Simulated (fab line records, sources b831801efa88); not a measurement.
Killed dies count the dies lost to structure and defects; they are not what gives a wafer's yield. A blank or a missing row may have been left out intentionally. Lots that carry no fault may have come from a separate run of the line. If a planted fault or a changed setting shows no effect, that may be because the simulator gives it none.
fab line records -- flow gf180mcu
record lots=14, wafers=42, last-day=34
route steps=602 shown V5@541
lots that met no fault: taken from a fault-free run of the same line
start-h: the number of hours between the record's first day and the start of the first shown wafer of the lot -- wait-h: hours elapsed since this lot's preceding step -- " repeats the value in the row above -- L1.1+2: a single row standing in for several wafers -- - no value present, or no start provided -- * or withheld: withheld -- < > ~ a bound
route shown NAME@n: NAME is a module with steps in the file, n the number in the route of the first one -- usual: mean and standard deviation over wafers with no fault -- same: alike in all rows -- chamber/n: place in a boat -- sites: per-site readings -- _std_site: the values' standard deviation -- _edge_site: outer sites' mean less inner sites' -- radius-mm: for every site, how far away it sits from the centre of the wafer -- mask NAME#n: copy n -- behind: the most recent tool/chamber to have shaped the wafer -- hold: cause of the lot's hold/its duration in hours/its outcome -- device: the transistor (n, p or np) that didn't switch -- end of line: tests run on the same wafers once the route is complete -- a step given without rows: its recipe and nothing more -- killed: count of dies lost to structure and defects at first sort (not the wafer's yield) -- map: a wafer's dies, marking killed ones x, the rest . and places with no die _
set.NAME: the setting as run; set.NAME@STEP: as run at that earlier step -- model.NAME: the simulator's own value behind a step, which no gauge read
route steps across a sampled set of lots; one table per step, one row per wafer
services: from which hour (start-h, from the record's first day; less than 0 if before it) a tool's chamber was out of use, for how many hours, and why
## steps
# step GF_V5_THK_MEAS_01
# recipe reads=SiO2_of_V5_CVD_00
# usual V5_CVD_00_THK=299/3.7
lot.wafer,tool,chamber,start-h,wait-h,V5_CVD_00_THK[nm]
L189.2,film-metro-04,-,617.30,0.0,300
L189.3,film-metro-04,-,617.30,0.0,305
L189.5,film-metro-04,-,617.30,0.0,299
L190.1,film-metro-01,-,620.25,0.0,299
L190.5,film-metro-01,-,620.25,0.0,299
L190.6,film-metro-01,-,620.25,0.0,301
L194.1,film-metro-04,-,658.85,0.0,300
L194.3,film-metro-04,-,658.85,0.0,303
L194.4,film-metro-04,-,658.85,0.0,304
L195.1,film-metro-01,-,662.73,0.0,299
L195.3,film-metro-01,-,662.73,0.0,301
L195.4,film-metro-01,-,662.73,0.0,300
L197.2,film-metro-01,-,678.39,0.0,298
L197.3,film-metro-01,-,678.39,0.0,301
L197.5,film-metro-01,-,678.39,0.0,298
L199.1,film-metro-04,-,685.94,0.0,296
L199.3,film-metro-04,-,685.94,0.0,295
L199.6,film-metro-04,-,685.94,0.0,300
L200.3,film-metro-01,-,686.45,0.0,299
L200.4,film-metro-01,-,686.45,0.0,300
L200.6,film-metro-01,-,686.45,0.0,300
L201.2,film-metro-01,-,705.88,0.0,295
L201.4,film-metro-01,-,705.88,0.0,292
L201.6,film-metro-01,-,705.88,0.0,294
L206.1,film-metro-04,-,734.22,0.0,299
L206.4,film-metro-04,-,734.22,0.0,302
L206.6,film-metro-04,-,734.22,0.0,300
L207.1,film-metro-03,-,739.61,0.0,303
L207.2,film-metro-03,-,739.61,0.0,297
L207.6,film-metro-03,-,739.61,0.0,302
L209.1,film-metro-01,-,755.60,0.0,299
L209.3,film-metro-01,-,755.60,0.0,300
L209.6,film-metro-01,-,755.60,0.0,302
L210.3,film-metro-03,-,757.34,0.0,298
L210.4,film-metro-03,-,757.34,0.0,302
L210.6,film-metro-03,-,757.34,0.0,302
L211.4,film-metro-03,-,760.07,0.0,306
L211.5,film-metro-03,-,760.07,0.0,299
L211.6,film-metro-03,-,760.07,0.0,300
L212.1,film-metro-03,-,771.31,0.0,298
L212.4,film-metro-03,-,771.31,0.0,297
L212.5,film-metro-03,-,771.31,0.0,301
# step GF_V5_BOW_MEAS_05
# recipe mode=bow
# usual V5_BOW=133/9.5
lot.wafer,tool,chamber,start-h,wait-h,V5_BOW[um]
L189.2,film-metro-03,-,617.89,0.1,143
L189.3,film-metro-03,-,617.89,0.1,133
L189.5,film-metro-03,-,617.89,0.1,124
L190.1,film-metro-01,-,620.77,0.1,127
L190.5,film-metro-01,-,620.77,0.1,134
L190.6,film-metro-01,-,620.77,0.1,138
L194.1,film-metro-04,-,659.38,0.1,135
L194.3,film-metro-04,-,659.38,0.1,137
L194.4,film-metro-04,-,659.38,0.1,134
L195.1,film-metro-03,-,663.26,0.1,135
L195.3,film-metro-03,-,663.26,0.1,134
L195.4,film-metro-03,-,663.26,0.1,133
L197.2,film-metro-03,-,678.93,0.3,130
L197.3,film-metro-03,-,678.93,0.3,122
L197.5,film-metro-03,-,678.93,0.3,132
L199.1,film-metro-03,-,686.46,0.2,132
L199.3,film-metro-03,-,686.46,0.2,135
L199.6,film-metro-03,-,686.46,0.2,146
L200.3,film-metro-03,-,687.21,0.2,117
L200.4,film-metro-03,-,687.21,0.2,135
L200.6,film-metro-03,-,687.21,0.2,125
L201.2,film-metro-01,-,706.41,0.2,119
L201.4,film-metro-01,-,706.41,0.2,122
L201.6,film-metro-01,-,706.41,0.2,111
L206.1,film-metro-04,-,734.81,0.2,138
L206.4,film-metro-04,-,734.81,0.2,141
L206.6,film-metro-04,-,734.81,0.2,124
L207.1,film-metro-04,-,740.14,0.1,129
L207.2,film-metro-04,-,740.14,0.1,145
L207.6,film-metro-04,-,740.14,0.1,129
L209.1,film-metro-01,-,756.13,0.2,143
L209.3,film-metro-01,-,756.13,0.2,134
L209.6,film-metro-01,-,756.13,0.2,130
L210.3,film-metro-03,-,757.89,0.2,150
L210.4,film-metro-03,-,757.89,0.2,141
L210.6,film-metro-03,-,757.89,0.2,148
L211.4,film-metro-03,-,760.63,0.3,131
L211.5,film-metro-03,-,760.63,0.3,137
L211.6,film-metro-03,-,760.63,0.3,149
L212.1,film-metro-03,-,771.84,0.1,122
L212.4,film-metro-03,-,771.84,0.1,139
L212.5,film-metro-03,-,771.84,0.1,133
# step GF_V5_DEVELOP_13
# recipe develop-time-s=60, resist=KrF, dev-temp-c=21
# usual chill-plate-temp-C=22.99/0.1, develop-time-s=60/0, exhaust-pa=44.9/0.81, resist-line-temp-C=22.96/0.11
lot.wafer,tool,chamber,start-h,wait-h,chill-plate-temp-C,develop-time-s,exhaust-pa,resist-line-temp-C
L189.2,litho-track-02,0,638.77,0.2,23.10,60,45.4,22.98
L189.3,litho-track-02,0,638.77,0.2,23.15,60,45.1,22.75
L189.5,litho-track-02,0,638.77,0.2,22.95,60,45.5,22.84
L190.1,litho-track-04,0,641.75,0.2,23.05,60,44.8,23.05
L190.5,litho-track-04,0,641.75,0.2,23.04,60,46.0,23.20
L190.6,litho-track-04,0,641.75,0.2,23.02,60,46.1,22.92
L194.1,litho-track-02,0,678.90,0.2,22.85,60,44.4,22.93
L194.3,litho-track-02,0,678.90,0.2,23.07,60,44.6,22.80
L194.4,litho-track-02,0,678.90,0.2,22.98,60,45.6,22.94
L195.1,litho-track-02,0,682.60,0.2,23.00,60,45.1,23.10
L195.3,litho-track-02,0,682.60,0.2,22.98,60,43.9,22.92
L195.4,litho-track-02,0,682.60,0.2,22.95,60,46.5,22.93
L197.2,litho-track-02,0,697.92,0.2,22.88,60,44.8,23.02
L197.3,litho-track-02,0,697.92,0.2,23.00,60,45.5,22.86
L197.5,litho-track-02,0,697.92,0.2,22.98,60,45.9,22.96
L199.1,litho-track-02,0,705.70,0.2,22.70,60,44.6,23.03
L199.3,litho-track-02,0,705.70,0.2,22.81,60,44.9,22.73
L199.6,litho-track-02,0,705.70,0.2,22.85,60,45.5,22.93
L200.3,litho-track-01,0,706.30,0.1,23.02,60,44.4,23.03
L200.4,litho-track-01,0,706.30,0.1,23.03,60,44.1,22.93
L200.6,litho-track-01,0,706.30,0.1,22.95,60,43.9,22.92
L201.2,litho-track-04,0,724.37,0.2,23.11,60,44.8,23.20
L201.4,litho-track-04,0,724.37,0.2,23.05,60,45.2,23.01
L201.6,litho-track-04,0,724.37,0.2,22.92,60,44.9,23.17
L206.1,litho-track-02,0,751.89,0.2,22.77,60,44.2,22.95
L206.4,litho-track-02,0,751.89,0.2,22.87,60,44.0,22.97
L206.6,litho-track-02,0,751.89,0.2,22.88,60,44.3,22.84
L207.1,litho-track-04,0,756.60,0.2,23.07,60,45.6,22.92
L207.2,litho-track-04,0,756.60,0.2,22.89,60,46.2,23.00
L207.6,litho-track-04,0,756.60,0.2,23.07,60,45.1,22.92
L209.1,litho-track-02,-,772.54,0.2,-,-,-,-
L209.3,litho-track-02,-,772.54,0.2,-,-,-,-
L209.6,litho-track-02,-,772.54,0.2,-,-,-,-
L210.3,litho-track-02,-,773.94,0.1,-,-,-,-
L210.4,litho-track-02,-,773.94,0.1,-,-,-,-
L210.6,litho-track-02,-,773.94,0.1,-,-,-,-
L211.4,litho-track-02,0,777.22,0.1,22.98,60,46.7,22.88
L211.5,litho-track-02,0,777.22,0.1,22.96,60,45.9,23.02
L211.6,litho-track-02,0,777.22,0.1,22.91,60,44.9,22.99
L212.1,litho-track-01,0,787.85,0.2,22.99,60,44.6,22.95
L212.4,litho-track-01,0,787.85,0.2,22.92,60,45.5,23.00
L212.5,litho-track-01,0,787.85,0.2,22.85,60,45.4,23.01
## services
tool,chamber,start-h,hours,kind
litho-track-02,-,714.44,-,consumable-replace:filter
## key
first-sign step=GF_V5_DEVELOP_13, reading=tool-record, direction=missing
effect none on later readings
met-at GF_V5_DEVELOP_13
struck-lots L209,L210
later-rows-left-out L209.1,L209.3,L209.6,L210.3,L210.4,L210.6
sort-left-out L209.1,L209.3,L209.6,L210.3,L210.4,L210.6
not-acting-at GF_V5_THK_MEAS_01,GF_V5_BOW_MEAS_05
onset-between 751.89 772.54
fault kind=skipped-step-whole, tool=litho-track-02, chamber=-, onset-h=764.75, steps=GF_V5_DEVELOP_13, scope=struck-lots-only
# sort-left-out: the simulated sort isn't trusted on such a fault, so these wafers' sort isn't shown, and their yield isn't known
# later-rows-left-out: the simulator's readings of these wafers behind a module that went badly wrong aren't trusted and aren't shown, but for the sort
